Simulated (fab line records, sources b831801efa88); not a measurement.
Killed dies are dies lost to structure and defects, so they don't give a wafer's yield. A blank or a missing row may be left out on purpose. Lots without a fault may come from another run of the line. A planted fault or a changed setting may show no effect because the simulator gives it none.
Which tool did it? | flow sky130 | 24 lots, 72 wafers sampled, at 5 steps of a route of 708

WHAT THE GAUGES READ, wafer by wafer
SKY_NWELL_OVL_MEAS_10. Usual: NWELL_00_OVL 0.5 nm, standard deviation 1.4.
lot  | measured     | on         | NWELL_00_OVL (nm) | flag
L074 | day 4 15:34  | overlay-01 | 0.6 -2.0 -0.4     |
L075 | day 4 18:47  | overlay-01 | 0.9 0.4 1.3       |
L076 | day 5 02:52  | overlay-02 | -2.6 -0.7 0.5     |
L077 | day 5 10:53  | overlay-01 | 0.9 0.1 2.4       |
L078 | day 5 13:36  | overlay-02 | 1.6 1.1 -0.4      |
L079 | day 5 19:44  | overlay-02 | 1.6 1.2 -0.5      |
L080 | day 6 02:00  | overlay-01 | -0.4 0.5 0.6      |
L081 | day 6 10:45  | overlay-02 | 1.2 0.1 1.5       |
L082 | day 6 14:22  | overlay-02 | 2.5 1.0 -1.2      |
L083 | day 6 17:25  | overlay-02 | -3.3 -1.4 -1.0    |
L084 | day 6 23:35  | overlay-02 | 2.4 2.3 3.2       |
L085 | day 7 10:05  | overlay-01 | 0.4 -0.2 0.7      |
L086 | day 7 15:31  | overlay-01 | -0.6 0.2 2.3      |
L087 | day 7 18:57  | overlay-01 | 1.0 1.2 2.7       |
L088 | day 8 00:05  | overlay-01 | 2.7 0.8 1.0       |
L089 | day 8 04:17  | overlay-01 | -1.3 0.4 0.1      |
L090 | day 8 09:17  | overlay-01 | 1.5 -0.5 -0.7     |
L091 | day 8 16:40  | overlay-02 | 2.5 0.2 1.0       |
L092 | day 9 00:44  | overlay-01 | 3.0 0.5 0.5       |
L093 | day 9 07:20  | overlay-01 | 1.4 2.8 2.1       |
L094 | day 9 14:09  | overlay-01 | 0.6 -0.7 0.4      |
L095 | day 9 18:38  | overlay-01 | 1.4 2.8 2.1       |
L096 | day 10 00:38 | overlay-02 | 0.5 0.4 -0.2      |
L097 | day 10 02:16 | overlay-02 | 0.2 -2.3 -2.3     |

SKY_SONOS_ONO_THK_MEAS_05. Usual: SONOS_ONO_CVD_04_THK 5.72 nm, standard deviation 0.12.
lot  | measured     | on            | SONOS_ONO_CVD_04_THK (nm) | flag
L074 | day 11 19:26 | film_metro-03 | 5.59 5.58 5.65            |
L075 | day 11 23:38 | film_metro-04 | 5.62 5.64 5.77            |
L076 | day 12 09:16 | film_metro-03 | 5.93 5.81 5.82            |
L077 | day 12 22:30 | film_metro-03 | 5.72 5.68 5.61            |
L078 | day 13 04:05 | film_metro-04 | 5.89 5.79 5.84            |
L079 | day 13 08:31 | film_metro-04 | 5.63 5.41 5.59            |
L080 | day 13 17:53 | film_metro-03 | 5.80 5.73 5.65            |
L081 | day 14 06:53 | film_metro-04 | 5.78 5.77 5.81            |
L082 | day 14 12:18 | film_metro-01 | 5.67 5.59 5.63            |
L083 | day 14 15:08 | film_metro-04 | 5.58 5.60 5.43            |
L084 | day 14 23:50 | film_metro-04 | 5.73 5.76 5.70            |
L085 | day 15 15:49 | film_metro-03 | 5.74 5.61 5.61            |
L086 | day 15 22:53 | film_metro-04 | 5.63 5.64 5.73            |
L087 | day 16 04:26 | film_metro-03 | 5.67 5.60 5.64            |
L088 | day 16 08:07 | film_metro-01 | 5.70 5.64 5.55            |
L089 | day 16 12:25 | film_metro-04 | 5.59 5.71 5.61            |
L090 | day 16 21:55 | film_metro-04 | 5.81 5.74 5.78            |
L091 | day 17 12:32 | film_metro-03 | 5.55 5.63 5.63            |
L092 | day 17 19:44 | film_metro-01 | 5.73 5.79 5.77            |
L093 | day 18 00:10 | film_metro-04 | 5.76 5.84 5.79            |
L094 | day 18 08:55 | film_metro-01 | 5.77 5.67 5.72            |
L095 | day 18 16:26 | film_metro-04 | 5.91 5.77 5.85            |
L096 | day 19 03:09 | film_metro-01 | 5.91 5.83 5.94            |
L097 | day 19 08:16 | film_metro-04 | 5.93 5.91 5.96            |

SKY_METAL2_CD_MEAS_15: target cd 140 nm. Usual: cd_nm 139.8 nm, standard deviation 1.4.
lot  | measured     | on        | cd_nm (nm)        | flag
L074 | day 35 10:51 | cd_sem-02 | 140.9 142.6 141.6 |
L075 | day 35 18:46 | cd_sem-02 | 138.2 138.4 137.6 |
L076 | day 36 03:54 | cd_sem-01 | 139.1 141.0 140.2 |
L077 | day 36 20:23 | cd_sem-02 | 138.6 138.6 139.4 |
L078 | day 37 04:17 | cd_sem-02 | 136.9 138.0 139.1 |
L079 | day 37 09:33 | cd_sem-01 | 141.4 138.8 140.9 |
L080 | day 37 23:46 | cd_sem-02 | 138.0 140.9 138.3 |
L081 | day 38 08:10 | cd_sem-02 | 141.4 141.7 139.5 |
L082 | day 38 15:17 | cd_sem-01 | 139.1 139.5 139.1 |
L083 | day 38 18:59 | cd_sem-01 | 141.2 139.7 141.9 |
L084 | day 38 19:25 | cd_sem-01 | 142.7 141.1 142.3 |
L085 | day 39 08:24 | cd_sem-01 | 140.3 137.4 138.1 |
L086 | day 39 17:20 | cd_sem-02 | 138.1 139.1 139.2 |
L087 | day 39 20:04 | cd_sem-01 | 140.8 141.8 140.9 |
L088 | day 40 05:01 | cd_sem-02 | 140.7 140.9 141.5 |
L089 | day 40 03:40 | cd_sem-02 | 140.2 140.5 139.8 |
L090 | day 40 11:10 | cd_sem-02 | 139.1 137.9 138.5 |
L091 | day 41 02:28 | cd_sem-02 | 139.2 140.0 139.0 |
L092 | day 41 07:52 | cd_sem-02 | 138.6 138.4 140.1 |
L093 | day 41 09:44 | cd_sem-01 | 141.1 139.5 140.8 |
L094 | day 41 17:47 | cd_sem-01 | 138.2 137.6 136.9 |
L095 | day 41 23:00 | cd_sem-02 | 140.6 140.9 142.3 |
L096 | day 42 06:48 | cd_sem-01 | 138.9 139.1 139.2 |
L097 | day 42 11:27 | cd_sem-01 | 141.0 139.8 140.0 |

WHICH TOOL RAN EACH LOT (tool, then ch and the chambers of the sampled wafers, then the start)
lot  | SKY_LI_CONTACT_ETCH_15             | SKY_CONTACT_ETCH_17
L074 | rie_diel-01 ch 1,2,3, day 29 10:38 | rie_diel-02 ch 0,1,2, day 31 22:34
L075 | rie_diel-04 ch 1,2,3, day 29 14:55 | rie_diel-03 ch 0,1,2, day 32 03:23
L076 | rie_diel-01 ch 1,3, day 30 03:09   | rie_diel-02 ch 0,3, day 32 14:43
L077 | rie_diel-01 ch 2,3, day 30 20:03   | rie_diel-02 ch 1,2, day 33 08:22
L078 | rie_diel-02 ch 1,2, day 31 06:05   | rie_diel-03 ch 0,3, day 33 16:16
L079 | rie_diel-04 ch 0,1,2, day 31 12:06 | rie_diel-03 ch 1,2,3, day 33 21:49
L080 | rie_diel-02 ch 1,2,3, day 32 00:50 | rie_diel-03 ch 1,2,3, day 34 12:34
L081 | rie_diel-01 ch 0,1,3, day 32 10:57 | rie_diel-03 ch 0,1,2, day 34 20:07
L082 | rie_diel-01 ch 1,2, day 32 18:21   | rie_diel-04 ch 0,1,2, day 35 03:58
L083 | rie_diel-02 ch 0,1,2, day 33 00:18 | rie_diel-03 ch 1,2,3, day 35 08:37
L084 | rie_diel-01 ch 0,1,3, day 33 01:17 | rie_diel-02 ch 0,2, day 35 08:40
L085 | rie_diel-02 ch 2,3, day 33 15:32   | rie_diel-04 ch 1,3, day 35 22:40
L086 | rie_diel-01 ch 0,2, day 34 00:12   | rie_diel-02 ch 0,2,3, day 36 07:25
L087 | rie_diel-02 ch 0,1,2, day 34 03:44 | rie_diel-03 ch 1,2, day 36 11:38
L088 | rie_diel-01 ch 0,1,2, day 34 13:06 | rie_diel-03 ch 0,1,3, day 36 20:04
L089 | rie_diel-02 ch 0,1,3, day 34 12:13 | rie_diel-03 ch 0,1,2, day 36 18:49
L090 | rie_diel-01 ch 0,1,3, day 34 18:41 | rie_diel-03 ch 0,1,3, day 37 02:52
L091 | rie_diel-02 ch 1,2,3, day 35 09:47 | rie_diel-03 ch 1,2,3, day 37 18:19
L092 | rie_diel-01 ch 0,1,3, day 35 18:04 | rie_diel-03 ch 1,2, day 38 00:11
L093 | rie_diel-01 ch 1,3, day 35 19:55   | rie_diel-04 ch 1,2,3, day 38 02:53
L094 | rie_diel-01 ch 0,1,3, day 36 03:44 | rie_diel-02 ch 0,1, day 38 10:37
L095 | rie_diel-01 ch 0,2,3, day 36 10:11 | rie_diel-02 ch 0,1,3, day 38 16:43
L096 | rie_diel-04 ch 1,2, day 36 19:15   | rie_diel-04 ch 1,2,3, day 39 01:22
L097 | rie_diel-01 ch 1,2, day 37 00:02   | rie_diel-04 ch 2,3, day 39 06:32
- SKY_LI_CONTACT_ETCH_15: etches PSG in C4F8/O2/Ar, stops on Si, target depth 600 nm.
- SKY_CONTACT_ETCH_17: etches SiO2 in C4F8/O2/Ar, stops on Si3N4, target depth 340 nm.

WHAT THE TOOLS THEMSELVES READ (means of the sampled wafers that have a number; where no wafer has one, the mark that the record gives instead)
SKY_LI_CONTACT_ETCH_15. Usual: oes_product_au 0.836 a.u., standard deviation 0.0046; rf_fwd_power_W 1493 W, standard deviation 4.9.
lot  | tool        | oes_product_au (a.u.) | rf_fwd_power_W (W) | flag
L074 | rie_diel-01 | 0.834                 | 1499               |
L075 | rie_diel-04 | 0.834                 | 1491               |
L076 | rie_diel-01 | 0.837                 | 1492               |
L077 | rie_diel-01 | 0.835                 | 1488               |
L078 | rie_diel-02 | 0.840                 | 1489               |
L079 | rie_diel-04 | 0.835                 | 1492               |
L080 | rie_diel-02 | 0.839                 | 1491               |
L081 | rie_diel-01 | 0.837                 | 1494               |
L082 | rie_diel-01 | 0.836                 | 1497               |
L083 | rie_diel-02 | 0.838                 | 1493               |
L084 | rie_diel-01 | 0.837                 | 1492               |
L085 | rie_diel-02 | 0.840                 | 1491               |
L086 | rie_diel-01 | 0.834                 | 1495               |
L087 | rie_diel-02 | 0.835                 | 1494               |
L088 | rie_diel-01 | 0.837                 | 1490               |
L089 | rie_diel-02 | 0.842                 | 1496               |
L090 | rie_diel-01 | 0.837                 | 1497               |
L091 | rie_diel-02 | 0.834                 | 1493               |
L092 | rie_diel-01 | 0.835                 | 1493               |
L093 | rie_diel-01 | 0.831                 | 1493               |
L094 | rie_diel-01 | 0.831                 | 1493               |
L095 | rie_diel-01 | 0.836                 | 1489               |
L096 | rie_diel-04 | 0.838                 | 1492               |
L097 | rie_diel-01 | 0.835                 | 1489               |

SKY_CONTACT_ETCH_17. Usual: oes_product_au 0.891 a.u., standard deviation 0.0045; rf_fwd_power_W 1488 W, standard deviation 5.9.
lot  | tool        | oes_product_au (a.u.) | rf_fwd_power_W (W) | flag
L074 | rie_diel-02 | 0.893                 | 1492               |
L075 | rie_diel-03 | 0.891                 | 1491               |
L076 | rie_diel-02 | 0.887                 | 1486               |
L077 | rie_diel-02 | 0.892                 | 1485               |
L078 | rie_diel-03 | 0.893                 | 1488               |
L079 | rie_diel-03 | 0.889                 | 1484               |
L080 | rie_diel-03 | 0.888                 | 1484               |
L081 | rie_diel-03 | 0.894                 | 1487               |
L082 | rie_diel-04 | 0.890                 | 1489               |
L083 | rie_diel-03 | 0.891                 | 1490               |
L084 | rie_diel-02 | 0.886                 | 1487               |
L085 | rie_diel-04 | 0.887                 | 1490               |
L086 | rie_diel-02 | 0.888                 | 1487               |
L087 | rie_diel-03 | 0.893                 | 1485               |
L088 | rie_diel-03 | 0.892                 | 1488               |
L089 | rie_diel-03 | 0.888                 | 1480               |
L090 | rie_diel-03 | 0.888                 | 1485               |
L091 | rie_diel-03 | 0.890                 | 1486               |
L092 | rie_diel-03 | 0.890                 | 1489               |
L093 | rie_diel-04 | 0.890                 | 1486               |
L094 | rie_diel-02 | 0.891                 | 1484               |
L095 | rie_diel-02 | 0.895                 | 1490               |
L096 | rie_diel-04 | 0.889                 | 1489               |
L097 | rie_diel-04 | 0.889                 | 1485               |

THE ANSWER, worked out from the rows above alone
Rule: a lot is off if the mean of its wafers that have a number lies more than 3 standard deviations from the usual mean. A lot without any number at a reading at which 4 lots or more have one is off too. The other lots that the step has rows for count as sound. The gauges are gone through in route order, then the tools' own readings, and for those a lot's mean is taken as printed above. The first step at which some lot is off is used, and at that step the reading that is off furthest; a lot without a number counts as furthest.
No lot is off at any reading shown: from this, nothing can be told.

WHAT THE SIMULATOR HAD PUT IN
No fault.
